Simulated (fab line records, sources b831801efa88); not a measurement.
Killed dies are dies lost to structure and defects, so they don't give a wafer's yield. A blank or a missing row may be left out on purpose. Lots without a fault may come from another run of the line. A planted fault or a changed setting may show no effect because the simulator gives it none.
Which tool did it? | flow gf180mcu | 13 lots, 39 wafers sampled, at 5 steps of a route of 602

WHAT THE GAUGES READ, wafer by wafer
The record holds no reading of a measuring or inspecting step that can be judged against a usual standard deviation.

WHICH TOOL RAN EACH LOT (tool, then ch and the chambers of the sampled wafers, then the start)
lot  | GF_DUAL_GATE_SOFTBAKE_07          | GF_DUAL_GATE_STRIP_13                | GF_CONTACT_ETCH_17                            | GF_M1_SPUTTER_04             | GF_V1_SPUTTER_22
L703 | litho_track-03 ch 0, day 7 21:53  | plasma_asher-01 ch 0,1, day 8 05:53  | rie_diel-01 ch 0,2,3, day 16 01:46 or earlier | pvd_sputter-04, day 16 01:46 | pvd_sputter-02, day 18 01:16
L704 | litho_track-04 ch 0, day 8 10:13  | plasma_asher-03 ch 0,1, day 8 18:52  | rie_diel-02 ch 1,2,3, day 16 21:44 or earlier | pvd_sputter-04, day 16 21:44 | pvd_sputter-03, day 18 23:35
L707 | litho_track-03 ch 0, day 9 08:47  | plasma_asher-02 ch 0,1, day 9 16:51  | rie_diel-02 ch 0,2,3, day 18 01:24 or earlier | pvd_sputter-04, day 18 01:24 | pvd_sputter-01, day 20 03:58
L709 | litho_track-04 ch 0, day 9 23:43  | plasma_asher-02 ch 0,1, day 10 09:11 | rie_diel-01 ch 0,1, day 18 16:20 or earlier   | pvd_sputter-04, day 18 16:20 | pvd_sputter-03, day 20 19:13
L711 | litho_track-03 ch 0, day 10 02:56 | plasma_asher-03 ch 0,1, day 10 12:30 | rie_diel-04 ch 1,2,3, day 19 01:21 or earlier | pvd_sputter-04, day 19 01:21 | pvd_sputter-03, day 21 04:35
L712 | litho_track-03 ch 0, day 10 17:17 | plasma_asher-01 ch 0,1, day 11 02:58 | rie_diel-01 ch 1,2,3, day 19 21:57 or earlier | pvd_sputter-02, day 19 21:57 | pvd_sputter-02, day 22 00:10
L713 | litho_track-04 ch 0, day 10 18:25 | plasma_asher-01 ch 0,1, day 11 03:58 | rie_diel-02 ch 0,1,3, day 19 22:19 or earlier | pvd_sputter-04, day 19 22:19 | pvd_sputter-03, day 22 00:32
L714 | litho_track-04 ch 0, day 11 06:19 | plasma_asher-01 ch 0,1, day 11 15:51 | rie_diel-02 ch 0,1, day 20 10:54 or earlier   | pvd_sputter-02, day 20 10:54 | pvd_sputter-03, day 22 12:05
L716 | litho_track-01 ch 0, day 11 16:50 | plasma_asher-01 ch 0,1, day 12 02:43 | rie_diel-04 ch 0,1,2, day 21 02:05 or earlier | pvd_sputter-02, day 21 02:05 | pvd_sputter-01, day 23 03:32
L717 | litho_track-01 ch 0, day 12 05:09 | plasma_asher-01 ch 0,1, day 12 14:30 | rie_diel-04 ch 0,1, day 21 14:21 or earlier   | pvd_sputter-01, day 21 14:21 | pvd_sputter-03, day 23 14:58
L724 | litho_track-03 ch 0, day 14 02:14 | plasma_asher-03 ch 1, day 14 12:54   | rie_diel-02 ch 1,2,3, day 23 18:08 or earlier | pvd_sputter-01, day 23 18:08 | pvd_sputter-02, day 25 17:16
L725 | litho_track-03 ch 0, day 14 11:08 | plasma_asher-03 ch 0, day 14 22:25   | rie_diel-02 ch 1,3, day 24 04:02 or earlier   | pvd_sputter-02, day 24 04:02 | pvd_sputter-01, day 26 01:20
L726 | litho_track-04 ch 0, day 14 16:02 | plasma_asher-02 ch 0,1, day 15 02:00 | rie_diel-01 ch 0,2, day 24 08:24 or earlier   | pvd_sputter-04, day 24 08:24 | pvd_sputter-03, day 26 05:26
- GF_DUAL_GATE_SOFTBAKE_07: time 60 s.
- GF_DUAL_GATE_STRIP_13: strips in O2/N2.
- GF_CONTACT_ETCH_17: etches SiO2 in C4F8/O2/Ar, stops on CoSi2, target depth 860 nm.
- GF_M1_SPUTTER_04: material TiN, target thk 50 nm, time 41.7 s.
- GF_V1_SPUTTER_22: material TiN, target thk 10 nm, time 40 s.

WHAT THE TOOLS THEMSELVES READ (means of the sampled wafers that have a number; where no wafer has one, the mark that the record gives instead)
GF_DUAL_GATE_SOFTBAKE_07. Usual: plate_temp_C 89.98 C, standard deviation 0.12; run_length_s 89.04 s, standard deviation 0.16.
lot  | tool           | plate_temp_C (C) | run_length_s (s) | flag
L703 | litho_track-03 | 90.01            | 89.04            |
L704 | litho_track-04 | 90.13            | 89.21            |
L707 | litho_track-03 | 89.91            | 88.95            |
L709 | litho_track-04 | 89.96            | 89.10            |
L711 | litho_track-03 | 90.01            | 89.00            |
L712 | litho_track-03 | 89.93            | 89.00            |
L713 | litho_track-04 | 90.00            | 89.18            |
L714 | litho_track-04 | 89.99            | 89.18            |
L716 | litho_track-01 | 89.93            | 89.19            |
L717 | litho_track-01 | 89.98            | 89.11            |
L724 | litho_track-03 | 90.00            | 126.64           | OFF
L725 | litho_track-03 | 89.90            | 126.67           | OFF
L726 | litho_track-04 | 90.18            | 89.20            |

GF_DUAL_GATE_STRIP_13. Usual: drypump_motor_current_A 6.0 A, standard deviation 0.41; heater_power_w 326 W, standard deviation 31; oes_product_au 0.716 a.u., standard deviation 0.0049; strip_time_to_endpoint_s 12.63 s, standard deviation 0.037.
lot  | tool            | drypump_motor_current_A (A) | heater_power_w (W) | oes_product_au (a.u.) | strip_time_to_endpoint_s (s) | flag
L703 | plasma_asher-01 | 5.8                         | 311                | 0.715                 | 12.60                        |
L704 | plasma_asher-03 | 5.7                         | 333                | 0.713                 | 12.63                        |
L707 | plasma_asher-02 | 6.6                         | 358                | 0.716                 | 12.59                        |
L709 | plasma_asher-02 | 6.6                         | 352                | 0.719                 | 12.61                        |
L711 | plasma_asher-03 | 5.8                         | 331                | 0.714                 | 12.65                        |
L712 | plasma_asher-01 | 5.8                         | 313                | 0.716                 | 12.68                        |
L713 | plasma_asher-01 | 5.8                         | 315                | 0.716                 | 12.66                        |
L714 | plasma_asher-01 | 5.8                         | 307                | 0.713                 | 12.63                        |
L716 | plasma_asher-01 | 5.9                         | 309                | 0.716                 | 12.64                        |
L717 | plasma_asher-01 | 5.8                         | 317                | 0.714                 | 12.67                        |
L724 | plasma_asher-03 | 5.7                         | 272                | 0.712                 | 12.48                        | OFF
L725 | plasma_asher-03 | 5.8                         | 369                | 0.716                 | 12.54                        |
L726 | plasma_asher-02 | 6.7                         | 353                | 0.715                 | 12.56                        |

GF_CONTACT_ETCH_17. Usual: oes_product_au 0.815 a.u., standard deviation 0.0045.
lot  | tool        | oes_product_au (a.u.) | flag
L703 | rie_diel-01 | 0.821                 |
L704 | rie_diel-02 | 0.816                 |
L707 | rie_diel-02 | 0.814                 |
L709 | rie_diel-01 | 0.817                 |
L711 | rie_diel-04 | 0.817                 |
L712 | rie_diel-01 | 0.811                 |
L713 | rie_diel-02 | 0.815                 |
L714 | rie_diel-02 | 0.812                 |
L716 | rie_diel-04 | 0.818                 |
L717 | rie_diel-04 | 0.811                 |
L724 | rie_diel-02 | 0.817                 |
L725 | rie_diel-02 | 0.815                 |
L726 | rie_diel-01 | 0.815                 |

GF_M1_SPUTTER_04. Usual: throttle_valve_pct 29.8 %, standard deviation 0.78.
lot  | tool           | throttle_valve_pct (%) | flag
L703 | pvd_sputter-04 | 30.0                   |
L704 | pvd_sputter-04 | 30.5                   |
L707 | pvd_sputter-04 | 30.0                   |
L709 | pvd_sputter-04 | 30.5                   |
L711 | pvd_sputter-04 | 30.4                   |
L712 | pvd_sputter-02 | 29.2                   |
L713 | pvd_sputter-04 | 30.1                   |
L714 | pvd_sputter-02 | 29.3                   |
L716 | pvd_sputter-02 | 29.3                   |
L717 | pvd_sputter-01 | 29.5                   |
L724 | pvd_sputter-01 | 28.9                   |
L725 | pvd_sputter-02 | 29.1                   |
L726 | pvd_sputter-04 | 30.2                   |

GF_V1_SPUTTER_22. Usual: throttle_valve_pct 29.7 %, standard deviation 1.1.
lot  | tool           | throttle_valve_pct (%) | flag
L703 | pvd_sputter-02 | 29.1                   |
L704 | pvd_sputter-03 | 30.4                   |
L707 | pvd_sputter-01 | 29.3                   |
L709 | pvd_sputter-03 | 30.2                   |
L711 | pvd_sputter-03 | 29.7                   |
L712 | pvd_sputter-02 | 29.3                   |
L713 | pvd_sputter-03 | 30.4                   |
L714 | pvd_sputter-03 | 29.7                   |
L716 | pvd_sputter-01 | 29.1                   |
L717 | pvd_sputter-03 | 30.4                   |
L724 | pvd_sputter-02 | 28.6                   |
L725 | pvd_sputter-01 | 29.5                   |
L726 | pvd_sputter-03 | 30.3                   |

THE ANSWER, worked out from the rows above alone
Rule: a lot is off if the mean of its wafers that have a number lies more than 3 standard deviations from the usual mean. A lot without any number at a reading at which 4 lots or more have one is off too. The other lots that the step has rows for count as sound. The gauges are gone through in route order, then the tools' own readings, and for those a lot's mean is taken as printed above. The first step at which some lot is off is used, and at that step the reading that is off furthest; a lot without a number counts as furthest.
Off: L724, L725, at GF_DUAL_GATE_SOFTBAKE_07 (run_length_s).
A tool fits if, at that step or a process step before it, it ran every lot that is off, and no sound lot after the first of them. One fits: litho_track-03 at GF_DUAL_GATE_SOFTBAKE_07. Its last sound lot is L712 (day 10 17:17), its first lot that is off L724 (day 14 02:14): a fault that began between those two fits.
The tool's own readings at GF_DUAL_GATE_SOFTBAKE_07 bear it out: on the lots that are off they differ by more than 5 times the standard deviation of the sound lots' means. run_length_s reads 126.66 s there against 89.11 s on the sound lots.

WHAT THE SIMULATOR HAD PUT IN
Process parameter drift: litho_track-03, from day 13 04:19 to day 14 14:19, at GF_DUAL_GATE_SOFTBAKE_07. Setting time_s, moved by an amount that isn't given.
Lots struck among those shown: L724, L725. The rule above found the same.
